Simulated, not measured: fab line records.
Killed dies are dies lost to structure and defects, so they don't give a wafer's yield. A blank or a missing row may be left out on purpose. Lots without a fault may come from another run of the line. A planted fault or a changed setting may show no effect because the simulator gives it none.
Matching of chambers | flow sky130 | rie diel-01 running SKY_VIA2_ETCH_14: 4 sister chambers
The step etches BARC in N2/H2, stops on SiO2, time 45.9 s, target depth 60 nm. 4 wafers are shown with their chamber, then 8 later ones without.

== WAFERS, EACH WITH ITS CHAMBER ==
wafer  | chamber | bias w (W)
L605.5 | 2       | 100.2
L608.5 | 1       | 99.5
L613.2 | 3       | 100.4
L618.1 | 0       | 100.2

== WAFERS MISSING THEIR CHAMBER ==
wafer  | bias w (W)
L618.2 | 100.0
L618.5 | 99.8
L623.1 | 100.1
L623.3 | 99.9
L623.5 | 99.6
L624.2 | 99.8
L624.3 | 99.9
L624.6 | 100.0

== CHAMBER TAKEN BY EACH ==
wafer  | from the rows above               | in truth
L618.2 | can't be placed: 0 or 2 or 3 or 1 | 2
L618.5 | can't be placed: 1 or 0 or 2 or 3 | 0
L623.1 | can't be placed: 0 or 2 or 3      | 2
L623.3 | can't be placed: 0 or 2 or 1 or 3 | 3
L623.5 | 1                                 | 1
L624.2 | can't be placed: 1 or 0 or 2 or 3 | 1
L624.3 | can't be placed: 0 or 2 or 1 or 3 | 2
L624.6 | can't be placed: 0 or 2 or 3 or 1 | 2
1 of 8 placed correctly. From these rows, 7 cannot be placed; in 7 the true chamber is one of the candidates. 0 placed wrongly.
How it was worked out, from the rows above alone: a wafer's distance from a chamber is the root of the sum, over the readings, of the square of ((its reading less the chamber's mean) divided by the reading's scatter). The wafer belongs to the nearest chamber; if the next one is less than 2 further off, it can't be placed. The mean given for a chamber averages the wafers shown for that chamber. The scatter: root of mean squared gap, hidden wafer to nearest shown wafer, with one shown wafer a chamber.
